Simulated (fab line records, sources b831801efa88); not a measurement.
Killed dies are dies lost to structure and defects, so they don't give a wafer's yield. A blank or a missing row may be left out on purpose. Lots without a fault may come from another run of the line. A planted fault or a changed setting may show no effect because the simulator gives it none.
fab line records | flow gf180mcu
record lots=5 wafers=15 last_day=33
route steps=602 shown V2@397 M3@409
lots that met no fault: from a run of the same line without faults
start_h: hours from the record's first day to the start of the lot's first wafer shown | wait_h: hours since the lot's step before | " the same as in the row above | L1.1+2: a row that stands for several wafers | - no value, or no start given | * or withheld: withheld | < > ~ a bound
route shown NAME@n: a module of which the file shows steps, and the number in the route of the first | usual: mean/standard deviation of fault-free wafers | same: alike in all rows | chamber/n: place in a boat | sites: the reading at each site | _std_site: their standard deviation | _edge_site: outer sites' mean less inner sites' | radius_mm: how far each site lies from the wafer's centre | mask NAME#n: copy n | behind: the tool/chamber that last shaped the wafer | hold: why the lot was held/for how many hours/how that ended | device: the transistor (n, p or np) that didn't switch | end of line: the same wafers' tests at the end of the route | a step without rows: its recipe alone | killed: dies lost to structure and defects at the first sort, not the wafer's yield | map: a wafer's dies, x killed, . not, _ none there
set.NAME: the setting as run; set.NAME@STEP: as run at that earlier step | model.NAME: the simulator's own value behind a step, which no gauge read
lots at some steps of the route; a table a step, a row a wafer
services: from which hour (start_h, from the record's first day; less than 0 if before it) a tool's chamber was out of use, for how many hours, and why
## steps
# step GF_V2_OVL_MEAS_15
# usual V2_OVL=-2/5.4
# columns lot.wafer tool chamber start_h wait_h V2_OVL[nm]
L074.1 overlay-01 - 464.21 0.1 -4
L074.2 " - " " 3
L074.4 " - " " -4
L079.2 overlay-02 - 520.07 0.1 -11
L079.5 " - " " -13
L079.6 " - " " -9
L081.2 overlay-02 - 542.56 0.1 5
L081.4 " - " " 3
L081.5 " - " " 0
L088.2 overlay-01 - 591.43 0.1 1
L088.4 " - " " 3
L088.6 " - " " -2
L090.2 overlay-01 - 606.76 0.1 -5
L090.3 " - " " -6
L090.5 " - " " 1
# step GF_V2_ETCH_16
# recipe chemistry=N2/H2 target_depth_a=withheld overetch_a=withheld time_s=withheld target=BARC ion_energy_ev=200 source_w=500 bias_w=100 pressure_mtorr=30 n2_flow_sccm=100 h2_flow_sccm=200
# usual bias_w=100.01/0.29 chamber_pressure_mTorr=29.997/0.028 drypump_motor_current_A=5.7/0.32 oes_product_au=0.855/0.0048 throttle_valve_pct=13.224/0.0084
# columns lot.wafer tool chamber start_h wait_h bias_w chamber_pressure_mTorr drypump_motor_current_A oes_product_au throttle_valve_pct
L074.1 rie_diel-03 0 464.24 0.0 99.93 30.000 5.4 0.848 13.237
L074.2 " 3 " " 100.32 30.023 6.4 0.841 13.219
L074.4 " 1 " " 99.94 29.984 5.6 0.851 13.224
L079.2 rie_diel-02 1 520.10 0.0 99.84 29.950 5.7 0.852 13.235
L079.5 " 3 " " 99.97 30.009 5.8 0.846 13.230
L079.6 " 0 " " 100.00 29.992 5.8 0.861 13.223
L081.2 rie_diel-03 3 542.59 0.0 99.45 30.009 6.4 0.859 13.220
L081.4 " 0 " " 99.63 30.002 5.4 0.856 13.221
L081.5 " 3 " " 99.64 30.007 6.4 0.851 13.222
L088.2 rie_diel-01 0 591.46 0.0 99.93 29.925 5.3 0.840 13.233
L088.4 " 3 " " 99.57 29.963 5.7 0.852 13.222
L088.6 " 3 " " 100.05 29.971 5.7 0.856 13.227
L090.2 rie_diel-03 2 606.79 0.0 100.63 30.016 5.8 0.858 13.219
L090.3 " 3 " " 100.15 30.000 6.4 0.853 13.222
L090.5 " 1 " " 99.75 30.014 5.6 0.854 13.231
# step GF_V2_ETCH_17
# recipe chemistry=C4F8/O2/Ar mask_material=KrF target=SiO2 stop_on=TiN source_w=1500 bias_w=1200 pressure_mtorr=40 c4f8_flow_sccm=withheld O2_flow_sccm=6 Ar_flow_sccm=300 time_s=withheld target_depth_a=6300
# usual bias_w=1200/3.7 chamber_pressure_mTorr=40.00/0.038 oes_product_au=0.856/0.0048
# columns lot.wafer tool chamber start_h wait_h bias_w chamber_pressure_mTorr oes_product_au
L074.1 rie_diel-03 0 - - 1200 39.99 0.856
L074.2 " 3 " " 1200 40.01 0.843
L074.4 " 1 " " 1199 39.98 0.857
L079.2 rie_diel-02 1 - - 1200 40.03 0.853
L079.5 " 3 " " 1198 39.91 0.851
L079.6 " 0 " " 1200 40.04 0.857
L081.2 rie_diel-03 3 - - 1204 39.95 0.858
L081.4 " 0 " " 1199 40.00 0.855
L081.5 " 3 " " 1201 40.05 0.849
L088.2 rie_diel-01 0 - - 1204 39.96 0.860
L088.4 " 3 " " 1207 39.95 0.857
L088.6 " 3 " " 1203 39.97 0.857
L090.2 rie_diel-03 2 - - 1193 40.04 0.848
L090.3 " 3 " " 1203 40.01 0.860
L090.5 " 1 " " 1198 40.04 0.861
# step GF_V2_STRIP_18
# recipe chemistry=O2/N2 power_w=1400 pressure_mtorr=1500 platen_temp_c=250 o2_flow_sccm=3000 n2_flow_sccm=300 overash_fraction=0.5
# usual chamber_pressure_mTorr=1500.2/1.3 drypump_motor_current_A=5.7/0.36 heater_power_w=354/38 oes_product_au=0.593/0.0049
# columns lot.wafer tool chamber start_h wait_h chamber_pressure_mTorr drypump_motor_current_A heater_power_w oes_product_au rf_hours_counter_h
L074.1 plasma_asher-01 1 464.37 - 1497.6 5.3 275 0.584 86
L074.2 " 0 " " 1500.6 6.2 379 0.592 86
L074.4 " 0 " " 1502.4 6.2 374 0.593 -
L079.2 plasma_asher-02 0 520.23 - 1498.7 5.0 372 0.590 9
L079.5 " 1 " " 1497.7 5.8 400 0.582 -
L079.6 " 0 " " 1499.1 5.0 369 0.596 -
L081.2 plasma_asher-03 1 542.72 - 1499.9 5.8 378 0.589 44
L081.4 " 1 " " 1500.9 5.8 364 0.598 -
L081.5 " 1 " " 1502.6 5.8 380 0.602 -
L088.2 plasma_asher-03 1 591.59 - 1500.4 5.8 374 0.601 50
L088.4 " 0 " " 1500.4 5.9 322 0.598 -
L088.6 " 0 " " 1499.6 5.9 327 0.587 -
L090.2 plasma_asher-02 0 606.92 - 1498.8 5.0 368 0.587 18
L090.3 " 1 " " 1500.2 5.8 393 0.600 -
L090.5 " 0 " " 1499.7 5.0 368 0.589 -
# step GF_V2_STRIP_19
# recipe chemistry=post_etch_residue_remover time_s=1200 temp_c=72.5
# usual bath_heat_duty_pct=13.9/1
# same time_s=1200
# columns lot.wafer tool chamber start_h wait_h bath_heat_duty_pct
L074.1 wet_bench-01 1 464.47 0.1 13.0
L074.2 " 1 " " 12.1
L074.4 " 1 " " 12.6
L079.2 wet_bench-01 1 520.33 0.1 14.3
L079.5 " 1 " " 14.4
L079.6 " 1 " " 13.5
L081.2 wet_bench-01 1 542.82 0.1 13.0
L081.4 " 1 " " 13.7
L081.5 " 1 " " 13.4
L088.2 wet_bench-02 3 591.69 0.1 14.2
L088.4 " 3 " " 14.9
L088.6 " 3 " " 14.2
L090.2 wet_bench-01 1 607.02 0.1 13.2
L090.3 " 1 " " 12.7
L090.5 " 1 " " 13.0
# step GF_V2_CLEAN_20
# recipe chemistry=DIW dry=n2_spin
# columns lot.wafer tool chamber start_h wait_h
L074.1+2+4 wet_bench-03 3 464.81 0.0
L079.2+5+6 wet_bench-03 2 520.67 0.0
L081.2+4+5 wet_bench-03 3 543.57 0.0
L088.2+4+6 wet_bench-01 1 592.03 0.0
L090.2+3+5 wet_bench-03 2 607.36 0.0
# step GF_V2_SPUTTER_21
# recipe material=Ti target_thk_nm=15 chamber_pressure_pa=5 power_w=2500 substrate_temp_c=200 time_s=80.02
# usual throttle_valve_pct=30.4/1.3
# same time_s=80.02
# columns lot.wafer tool chamber start_h wait_h throttle_valve_pct
L074.1 pvd_sputter-01 - 464.91 0.0 30.5
L074.2 " - " " 30.1
L074.4 " - " " 33.4
L079.2 pvd_sputter-01 - 520.76 0.0 30.2
L079.5 " - " " 30.3
L079.6 " - " " 30.3
L081.2 pvd_sputter-02 - 543.66 0.0 29.9
L081.4 " - " " 30.9
L081.5 " - " " 29.2
L088.2 pvd_sputter-01 - 592.13 0.0 30.4
L088.4 " - " " 30.6
L088.6 " - " " 30.0
L090.2 pvd_sputter-01 - 607.45 0.0 33.1
L090.3 " - " " 30.3
L090.5 " - " " 30.0
# step GF_V2_SPUTTER_22
# recipe material=TiN target_thk_nm=10 chamber_pressure_pa=5 power_w=4000 time_s=40
# usual throttle_valve_pct=30.4/1.3
# same time_s=40
# columns lot.wafer tool chamber start_h wait_h throttle_valve_pct
L074.1 pvd_sputter-01 - 464.97 0.0 30.6
L074.2 " - " " 30.2
L074.4 " - " " 33.2
L079.2 pvd_sputter-01 - 520.83 0.0 30.3
L079.5 " - " " 30.4
L079.6 " - " " 30.3
L081.2 pvd_sputter-02 - 543.72 0.0 30.0
L081.4 " - " " 30.8
L081.5 " - " " 29.1
L088.2 pvd_sputter-01 - 592.19 0.0 30.3
L088.4 " - " " 30.6
L088.6 " - " " 29.9
L090.2 pvd_sputter-01 - 607.51 0.0 32.9
L090.3 " - " " 30.0
L090.5 " - " " 30.3
# step GF_V2_CVD_23
# recipe material=W target_thk_nm=350 time_s=104.94 temp_c=400 pressure_torr=40
# usual heater_power_w=819/140
# same time_s=104.94
# columns lot.wafer tool chamber start_h wait_h heater_power_w
L074.1 cvd_w-01 0 465.01 0.0 667
L074.2 " 1 " " 747
L074.4 " 1 " " 779
L079.2 cvd_w-01 1 520.86 0.0 764
L079.5 " 0 " " 687
L079.6 " 1 " " 759
L081.2 cvd_w-02 0 543.76 0.0 863
L081.4 " 0 " " 837
L081.5 " 0 " " 840
L088.2 cvd_w-01 1 592.23 0.0 771
L088.4 " 1 " " 770
L088.6 " 1 " " 781
L090.2 cvd_w-01 0 607.55 0.0 683
L090.3 " 0 " " 688
L090.5 " 1 " " 765
# step GF_V2_RS_MEAS_24
# recipe thk_meas_gauge=four-point-probe reads=W_of_V2_CVD_23+TiN_of_V2_SPUTTER_22+Ti_of_V2_SPUTTER_21
# usual V2_W_RS=0.326/0.0058
# columns lot.wafer tool chamber start_h wait_h V2_W_RS[ohm/sq]
L074.1 film_metro-01 - 465.12 0.1 0.323
L074.2 " - " " 0.333
L074.4 " - " " 0.331
L079.2 film_metro-03 - 521.00 0.1 0.334
L079.5 " - " " 0.323
L079.6 " - " " 0.333
L081.2 film_metro-04 - 543.89 0.1 0.328
L081.4 " - " " 0.327
L081.5 " - " " 0.328
L088.2 film_metro-04 - 592.36 0.1 0.331
L088.4 " - " " 0.329
L088.6 " - " " 0.331
L090.2 film_metro-04 - 607.69 0.1 0.320
L090.3 " - " " 0.318
L090.5 " - " " 0.332
# step GF_V2_THK_MEAS_25
# recipe thk_meas_gauge=xrf reads=W_of_V2_CVD_23
# usual V2_W_THK=346/7.3
# columns lot.wafer tool chamber start_h wait_h V2_W_THK[nm]
L074.1 film_metro-01 - 465.24 0.1 347
L074.2 " - " " 337
L074.4 " - " " 337
L079.2 film_metro-03 - 521.11 0.1 343
L079.5 " - " " 354
L079.6 " - " " 343
L081.2 film_metro-04 - 544.00 0.1 337
L081.4 " - " " 340
L081.5 " - " " 339
L088.2 film_metro-04 - 592.47 0.1 339
L088.4 " - " " 340
L088.6 " - " " 338
L090.2 film_metro-04 - 607.80 0.1 348
L090.3 " - " " 347
L090.5 " - " " 335
# step GF_V2_CMP_26
# recipe stop_on=SiO2 down_force_psi=3.5 platen_rpm=60 t_overpolish_s=15 target_thk_nm=0 pad_velocity_m_s=0.94248
# usual motor_current_A=10.5/0.68 overpolish_run_s=14.999/0.0081 platen_rpm=60.00/0.045 time_to_endpoint_s=85/3.9
# columns lot.wafer tool chamber start_h wait_h motor_current_A overpolish_run_s platen_rpm time_to_endpoint_s
L074.2 cmp-01 0 465.30 0.0 12.0 15.003 59.98 79
L074.4 " 1 " " 10.0 14.992 60.03 83
L074.1 " 2 " " 10.6 15.003 60.08 82
L079.2 cmp-01 0 521.21 0.1 11.9 15.001 60.01 78
L079.6 " 3 " " 10.5 15.010 60.03 81
L079.5 " 0 " " 11.3 15.004 60.00 88
L081.2 cmp-02 0 544.05 0.0 10.2 14.999 59.93 86
L081.4 " 2 " " 10.8 15.012 59.92 89
L081.5 " 0 " " 10.1 15.003 59.99 86
L088.4 cmp-01 1 592.57 0.1 9.9 14.998 60.06 90
L088.2 " 3 " " 10.4 15.004 60.07 84
L088.6 " 1 " " 9.8 15.002 60.01 86
L090.3 cmp-02 1 607.85 0.0 9.9 15.008 60.05 88
L090.2 " 0 " " 10.5 14.992 59.99 84
L090.5 " 2 " " 10.5 14.997 59.99 81
# step GF_M3_SPUTTER_00
# recipe material=Ti target_thk_nm=37.5 arriving_ion_energy_ev=80 substrate_temp_c=200 chamber_pressure_pa=2 power_w=4000 time_s=150
# usual throttle_valve_pct=30.1/0.66
# same time_s=150
# columns lot.wafer tool chamber start_h wait_h throttle_valve_pct
L074.1 pvd_sputter-04 - 465.60 0.1 30.1
L074.2 " - " " 30.0
L074.4 " - " " 29.9
L079.2 pvd_sputter-03 - 521.46 0.2 30.6
L079.5 " - " " 29.9
L079.6 " - " " 30.6
L081.2 pvd_sputter-04 - 544.35 0.2 30.0
L081.4 " - " " 30.0
L081.5 " - " " 30.0
L088.2 pvd_sputter-04 - 592.82 0.1 30.0
L088.4 " - " " 29.9
L088.6 " - " " 30.3
L090.2 pvd_sputter-03 - 608.15 0.1 28.8
L090.3 " - " " 31.3
L090.5 " - " " 31.3
# step GF_M3_SPUTTER_01
# recipe material=TiN target_thk_nm=30 power_w=6500 time_s=25 chamber_pressure_pa=0.4
# usual throttle_valve_pct=30.1/0.68
# same time_s=25
# columns lot.wafer tool chamber start_h wait_h throttle_valve_pct
L074.1 pvd_sputter-04 - 465.70 0.1 30.2
L074.2 " - " " 30.0
L074.4 " - " " 29.5
L079.2 pvd_sputter-03 - 521.56 0.1 30.5
L079.5 " - " " 30.1
L079.6 " - " " 30.6
L081.2 pvd_sputter-04 - 544.45 0.1 29.7
L081.4 " - " " 30.2
L081.5 " - " " 30.2
L088.2 pvd_sputter-04 - 592.92 0.1 29.8
L088.4 " - " " 30.0
L088.6 " - " " 30.0
L090.2 pvd_sputter-03 - 608.25 0.1 28.9
L090.3 " - " " 31.4
L090.5 " - " " 31.4
# step GF_M3_SPUTTER_02
# recipe material=AlCu target_thk_nm=450 power_w=10600 time_s=23.9 chamber_pressure_pa=0.4
# usual throttle_valve_pct=30.1/0.68
# same time_s=23.9
# columns lot.wafer tool chamber start_h wait_h throttle_valve_pct
L074.1 pvd_sputter-04 - 465.73 0.0 30.0
L074.2 " - " " 30.1
L074.4 " - " " 29.5
L079.2 pvd_sputter-03 - 521.59 0.0 30.4
L079.5 " - " " 29.9
L079.6 " - " " 30.8
L081.2 pvd_sputter-04 - 544.48 0.0 30.0
L081.4 " - " " 29.9
L081.5 " - " " 29.7
L088.2 pvd_sputter-04 - 592.95 0.0 30.2
L088.4 " - " " 30.1
L088.6 " - " " 30.0
L090.2 pvd_sputter-03 - 608.28 0.0 28.8
L090.3 " - " " 31.5
L090.5 " - " " 31.3
# step GF_M3_SPUTTER_03
# recipe material=Ti target_thk_nm=10 substrate_temp_c=300 chamber_pressure_pa=0.3 power_w=3000 time_s=6.7
# usual throttle_valve_pct=30.1/0.66
# same time_s=6.7
# columns lot.wafer tool chamber start_h wait_h throttle_valve_pct
L074.1 pvd_sputter-04 - 465.76 0.0 30.1
L074.2 " - " " 29.9
L074.4 " - " " 29.9
L079.2 pvd_sputter-03 - 521.62 0.0 30.5
L079.5 " - " " 29.9
L079.6 " - " " 30.3
L081.2 pvd_sputter-04 - 544.51 0.0 29.9
L081.4 " - " " 30.1
L081.5 " - " " 30.2
L088.2 pvd_sputter-04 - 592.98 0.0 30.3
L088.4 " - " " 30.1
L088.6 " - " " 29.9
L090.2 pvd_sputter-03 - 608.31 0.0 29.0
L090.3 " - " " 31.0
L090.5 " - " " 31.3
# step GF_M3_SPUTTER_04
# recipe material=TiN target_thk_nm=50 power_w=6500 time_s=41.7 chamber_pressure_pa=0.4
# usual throttle_valve_pct=30.1/0.68
# same time_s=41.7
# columns lot.wafer tool chamber start_h wait_h throttle_valve_pct
L074.1 pvd_sputter-04 - 465.78 0.0 29.9
L074.2 " - " " 30.1
L074.4 " - " " 29.8
L079.2 pvd_sputter-03 - 521.64 0.0 30.1
L079.5 " - " " 30.0
L079.6 " - " " 30.6
L081.2 pvd_sputter-04 - 544.53 0.0 30.2
L081.4 " - " " 30.2
L081.5 " - " " 30.3
L088.2 pvd_sputter-04 - 593.00 0.0 30.1
L088.4 " - " " 30.0
L088.6 " - " " 30.3
L090.2 pvd_sputter-03 - 608.33 0.0 28.8
L090.3 " - " " 31.4
L090.5 " - " " 31.0
# step GF_M3_RS_MEAS_05
# recipe thk_meas_gauge=four-point-probe reads=TiN_of_M3_SPUTTER_04+Ti_of_M3_SPUTTER_03+AlCu_of_M3_SPUTTER_02+TiN_of_M3_SPUTTER_01+Ti_of_M3_SPUTTER_00
# usual M3_ALCU_RS=0.0700/0.0008
# columns lot.wafer tool chamber start_h wait_h M3_ALCU_RS[ohm/sq]
L074.1 film_metro-02 - 465.82 0.0 0.0694
L074.2 " - " " 0.0704
L074.4 " - " " 0.0685
L079.2 film_metro-03 - 521.70 0.0 0.0693
L079.5 " - " " 0.0692
L079.6 " - " " 0.0696
L081.2 film_metro-04 - 544.59 0.0 0.0704
L081.4 " - " " 0.0718
L081.5 " - " " 0.0714
L088.2 film_metro-04 - 593.06 0.0 0.0703
L088.4 " - " " 0.0691
L088.6 " - " " 0.0710
L090.2 film_metro-03 - 608.39 0.0 0.0690
L090.3 " - " " 0.0692
L090.5 " - " " 0.0694
# step GF_M3_THK_MEAS_06
# recipe thk_meas_gauge=xrf reads=AlCu_of_M3_SPUTTER_02
# usual M3_ALCU_THK=450/5.2
# columns lot.wafer tool chamber start_h wait_h M3_ALCU_THK[nm]
L074.1 film_metro-02 - 465.94 0.1 450
L074.2 " - " " 444
L074.4 " - " " 458
L079.2 film_metro-03 - 521.81 0.1 452
L079.5 " - " " 452
L079.6 " - " " 450
L081.2 film_metro-04 - 544.70 0.1 449
L081.4 " - " " 443
L081.5 " - " " 444
L088.2 film_metro-04 - 593.17 0.1 453
L088.4 " - " " 462
L088.6 " - " " 448
L090.2 film_metro-03 - 608.50 0.1 454
L090.3 " - " " 455
L090.5 " - " " 453
# step GF_M3_DEHYDRATE_07
# recipe temp_c=200 time_s=60
# usual chill_plate_temp_C=23.00/0.11 heater_power_total_W=160.37/0.12 resist_line_temp_C=22.98/0.1
# same time_s=60
# columns lot.wafer tool chamber start_h wait_h chill_plate_temp_C heater_power_total_W resist_line_temp_C
L074.1 litho_track-01 0 477.00 11.0 23.12 160.37 23.00
L074.2 " 0 " " 23.14 160.33 23.03
L074.4 " 0 " " 23.11 160.29 22.84
L079.2 litho_track-03 0 532.40 10.6 22.96 160.26 22.93
L079.5 " 0 " " 23.04 160.53 23.25
L079.6 " 0 " " 22.87 160.31 23.01
L081.2 litho_track-03 0 554.90 10.2 23.11 160.39 22.77
L081.4 " 0 " " 23.03 160.34 22.98
L081.5 " 0 " " 23.10 160.37 23.08
L088.2 litho_track-03 0 603.40 10.2 22.90 160.28 23.10
L088.4 " 0 " " 22.94 160.58 22.87
L088.6 " 0 " " 22.83 160.27 22.94
L090.2 litho_track-01 0 618.12 9.6 23.01 160.44 22.82
L090.3 " 0 " " 23.00 160.44 22.91
L090.5 " 0 " " 23.02 160.27 22.91
# step GF_M3_HMDS_08
# recipe prime_time_s=60 prime_temp_c=120
# usual chill_plate_temp_C=23.02/0.11 resist_line_temp_C=23.00/0.11
# columns lot.wafer tool chamber start_h wait_h chill_plate_temp_C resist_line_temp_C
L074.1 litho_track-01 0 477.15 0.1 22.99 22.89
L074.2 " 0 " " 23.00 22.90
L074.4 " 0 " " 23.00 23.10
L079.2 litho_track-03 0 532.55 0.1 23.19 22.99
L079.5 " 0 " " 23.04 23.01
L079.6 " 0 " " 23.25 23.01
L081.2 litho_track-03 0 555.05 0.1 22.97 22.96
L081.4 " 0 " " 23.10 22.99
L081.5 " 0 " " 22.88 23.14
L088.2 litho_track-03 0 603.55 0.1 23.13 22.96
L088.4 " 0 " " 23.09 22.93
L088.6 " 0 " " 23.00 23.06
L090.2 litho_track-01 0 618.27 0.1 22.90 23.01
L090.3 " 0 " " 22.98 22.90
L090.5 " 0 " " 22.85 22.99
# step GF_M3_COAT_09
# recipe resist=KrF spin_rpm=withheld resist_thk_nm=1000
# usual chill_plate_temp_C=22.99/0.1 resist_line_temp_C=23.02/0.1
# columns lot.wafer tool chamber start_h wait_h chill_plate_temp_C resist_line_temp_C
L074.1 litho_track-01 0 477.30 0.1 22.85 22.93
L074.2 " 0 " " 22.98 23.00
L074.4 " 0 " " 23.05 23.08
L079.2 litho_track-03 0 532.70 0.1 22.98 23.06
L079.5 " 0 " " 23.15 23.02
L079.6 " 0 " " 23.07 22.96
L081.2 litho_track-03 0 555.20 0.1 22.82 22.98
L081.4 " 0 " " 22.94 22.97
L081.5 " 0 " " 22.93 22.95
L088.2 litho_track-03 0 603.70 0.1 22.87 23.11
L088.4 " 0 " " 22.91 23.06
L088.6 " 0 " " 22.84 23.09
L090.2 litho_track-01 0 618.42 0.1 22.99 23.15
L090.3 " 0 " " 22.94 23.03
L090.5 " 0 " " 23.09 23.03
# step GF_M3_SOFTBAKE_10
# recipe temp_c=130 time_s=60 resist=KrF
# usual chill_plate_temp_C=23.01/0.12 heater_power_total_W=93.04/0.062 resist_line_temp_C=23.00/0.12
# same time_s=60
# columns lot.wafer tool chamber start_h wait_h chill_plate_temp_C heater_power_total_W resist_line_temp_C
L074.1 litho_track-01 0 477.45 0.1 22.99 93.14 22.94
L074.2 " 0 " " 23.05 93.06 23.03
L074.4 " 0 " " 22.98 92.99 22.86
L079.2 litho_track-03 0 532.85 0.1 22.92 93.05 22.81
L079.5 " 0 " " 22.90 93.08 22.96
L079.6 " 0 " " 22.93 93.05 22.97
L081.2 litho_track-03 0 555.35 0.1 22.94 93.06 22.94
L081.4 " 0 " " 23.03 93.13 22.86
L081.5 " 0 " " 23.07 93.12 22.81
L088.2 litho_track-03 0 603.85 0.1 22.91 93.07 23.03
L088.4 " 0 " " 23.02 93.13 22.79
L088.6 " 0 " " 22.91 92.99 23.07
L090.2 litho_track-01 0 618.57 0.1 23.06 93.00 22.97
L090.3 " 0 " " 22.88 93.03 22.87
L090.5 " 0 " " 22.97 93.12 22.97
# step GF_M3_EXPOSE_11
# recipe mask_id=Metal3 target_cd_nm=280 na=0.68 source_shape=conventional sigma_outer=0.6 dose_mj=28
# same na=0.68 sigma_outer=0.6
# columns lot.wafer tool chamber start_h wait_h mask
L074.1+2+4 krf_scanner-01 0 - - Metal3#0
L079.2+5+6 krf_scanner-01 0 - - Metal3#0
L081.2+4+5 krf_scanner-01 0 - - Metal3#0
L088.2+4+6 krf_scanner-01 0 - - Metal3#0
L090.2+3+5 krf_scanner-02 0 - - Metal3#0
# step GF_M3_PEB_12
# recipe peb_temp_c=135 peb_time_s=90 resist=KrF
# usual chill_plate_temp_C=23.00/0.095 heater_power_total_W=85.68/0.085 resist_line_temp_C=23.02/0.11
# columns lot.wafer tool chamber start_h wait_h chill_plate_temp_C heater_power_total_W resist_line_temp_C
L074.1 litho_track-01 0 - - 23.03 85.66 22.84
L074.2 " 0 " " 22.93 85.76 23.06
L074.4 " 0 " " 23.02 85.68 23.12
L079.2 litho_track-01 0 - - 23.03 85.84 23.06
L079.5 " 0 " " 22.87 85.63 23.04
L079.6 " 0 " " 23.00 85.66 23.03
L081.2 litho_track-03 0 - - 23.06 85.85 22.74
L081.4 " 0 " " 23.09 85.63 22.97
L081.5 " 0 " " 23.05 85.71 23.05
L088.2 litho_track-01 0 - - 23.05 85.74 22.95
L088.4 " 0 " " 22.98 85.56 22.99
L088.6 " 0 " " 23.06 85.67 23.14
L090.2 litho_track-02 0 - - 22.95 85.79 23.08
L090.3 " 0 " " 22.92 85.65 23.04
L090.5 " 0 " " 22.96 85.61 22.99
# step GF_M3_DEVELOP_13
# recipe develop_time_s=60 dev_temp_c=21
# usual chill_plate_temp_C=22.99/0.12 resist_line_temp_C=23.02/0.093
# same develop_time_s=60
# columns lot.wafer tool chamber start_h wait_h chill_plate_temp_C resist_line_temp_C
L074.1 litho_track-01 0 489.85 0.2 22.93 23.12
L074.2 " 0 " " 22.91 23.12
L074.4 " 0 " " 22.89 23.03
L079.2 litho_track-01 0 543.62 0.2 22.87 23.20
L079.5 " 0 " " 22.89 23.08
L079.6 " 0 " " 22.80 23.18
L081.2 litho_track-03 0 566.20 0.2 22.89 22.98
L081.4 " 0 " " 22.92 22.93
L081.5 " 0 " " 23.15 22.98
L088.2 litho_track-01 0 613.87 0.2 23.04 23.03
L088.4 " 0 " " 22.99 23.12
L088.6 " 0 " " 23.03 23.03
L090.2 litho_track-02 0 629.38 0.2 23.08 23.11
L090.3 " 0 " " 22.86 22.95
L090.5 " 0 " " 22.97 23.13
# step GF_M3_CD_MEAS_14
# recipe target_cd_nm=280
# usual cd_nm=279.5/1.2
# columns lot.wafer tool chamber start_h wait_h cd_nm
L074.1 cd_sem-02 - 490.00 0.1 279.5
L074.2 " - " " 279.9
L074.4 " - " " 279.4
L079.2 cd_sem-02 - 543.77 0.1 280.9
L079.5 " - " " 279.9
L079.6 " - " " 279.8
L081.2 cd_sem-02 - 566.35 0.1 279.3
L081.4 " - " " 279.8
L081.5 " - " " 279.4
L088.2 cd_sem-02 - 614.02 0.1 281.2
L088.4 " - " " 281.8
L088.6 " - " " 279.4
L090.2 cd_sem-01 - 629.53 0.1 277.9
L090.3 " - " " 279.3
L090.5 " - " " 277.9
# step GF_M3_OVL_MEAS_15
# usual M3_OVL=0/5.3
# columns lot.wafer tool chamber start_h wait_h M3_OVL[nm]
L074.1 overlay-01 - 490.12 0.1 -7
L074.2 " - " " -5
L074.4 " - " " -2
L079.2 overlay-01 - 543.87 0.1 12
L079.5 " - " " 7
L079.6 " - " " 5
L081.2 overlay-02 - 566.45 0.1 -2
L081.4 " - " " -7
L081.5 " - " " -2
L088.2 overlay-02 - 614.12 0.1 1
L088.4 " - " " 5
L088.6 " - " " 8
L090.2 overlay-01 - 629.63 0.1 -4
L090.3 " - " " -4
L090.5 " - " " 1
# step GF_M3_METAL_ETCH_16
# recipe chemistry=Cl2/BCl3 mask_material=KrF target_depth_nm=750.8 stop_on=SiO2 pressure_mtorr=8 icp_w=800 bias_w=140 Cl2_flow_sccm=80 bcl3_flow_sccm=40 time_s=125.1
# usual bias_w=140.1/0.41 chamber_pressure_mTorr=7.999/0.0073 drypump_motor_current_A=5.7/0.42 oes_product_au=0.987/0.0085 throttle_valve_pct=28.232/0.012
# same time_s=125.1
# columns lot.wafer tool chamber start_h wait_h bias_w chamber_pressure_mTorr drypump_motor_current_A oes_product_au rf_hours_counter_h throttle_valve_pct
L074.1 rie_metal-04 1 490.15 0.0 140.5 8.011 5.4 0.973 9 28.247
L074.2 " 0 " " 140.1 8.002 6.1 0.978 12 28.246
L074.4 " 1 " " 139.7 8.000 5.4 0.978 - 28.243
L079.2 rie_metal-03 1 543.90 0.0 140.8 7.994 5.6 0.975 9 28.234
L079.5 " 0 " " 140.2 8.011 5.0 0.985 - 28.254
L079.6 " 1 " " 140.0 7.990 5.6 0.976 - 28.228
L081.2 rie_metal-04 1 566.48 0.0 140.5 7.995 5.4 0.974 11 28.254
L081.4 " 1 " " 140.1 8.013 5.3 0.969 - 28.236
L081.5 " 1 " " 140.6 7.989 5.3 0.979 - 28.240
L088.2 rie_metal-04 0 614.19 0.1 140.0 8.010 6.1 0.996 - 28.218
L088.4 " 0 " " 139.7 8.008 6.1 0.985 - 28.224
L088.6 " 0 " " 139.5 7.997 6.1 0.992 - 28.223
L090.2 rie_metal-03 1 629.66 0.0 139.7 8.000 5.6 0.981 11 28.242
L090.3 " 1 " " 140.0 7.995 5.6 0.985 - 28.227
L090.5 " 1 " " 139.9 8.000 5.6 0.973 - 28.241
## services
# columns tool chamber start_h hours kind
cmp-01 - 448.24 4.1 pm
plasma_asher-02 - 458.77 2.8 pm
pvd_sputter-03 - 459.16 3.8 repair
cmp-01 - 463.14 1.3 repair
cmp-02 - 464.34 3.3 repair
rie_diel-02 - 465.74 1.1 repair
cmp-02 - 473.06 5.7 repair
rie_diel-03 - 473.59 0.3 repair
rie_diel-03 1 481.66 2.3 repair
rie_diel-02 - 481.95 0.1 repair
rie_diel-03 0 484.98 7.0 repair
krf_scanner-01 - 489.62 0.4 repair
rie_metal-04 1 491.68 3.5 repair
pvd_sputter-03 - 495.60 1.7 repair
rie_diel-03 3 496.84 4.2 repair
krf_scanner-01 - 505.31 0.8 pm
rie_diel-03 1 510.66 10.4 repair
krf_scanner-01 - 536.94 1.3 pm
rie_diel-03 2 558.76 6.7 repair
krf_scanner-01 - 561.70 1.0 pm
cmp-01 - 572.26 0.3 repair
cmp-01 - 586.73 2.3 repair
wet_bench-01 - 602.85 2.7 repair
cvd_w-01 - 619.69 28.1 pm
## key
fault none
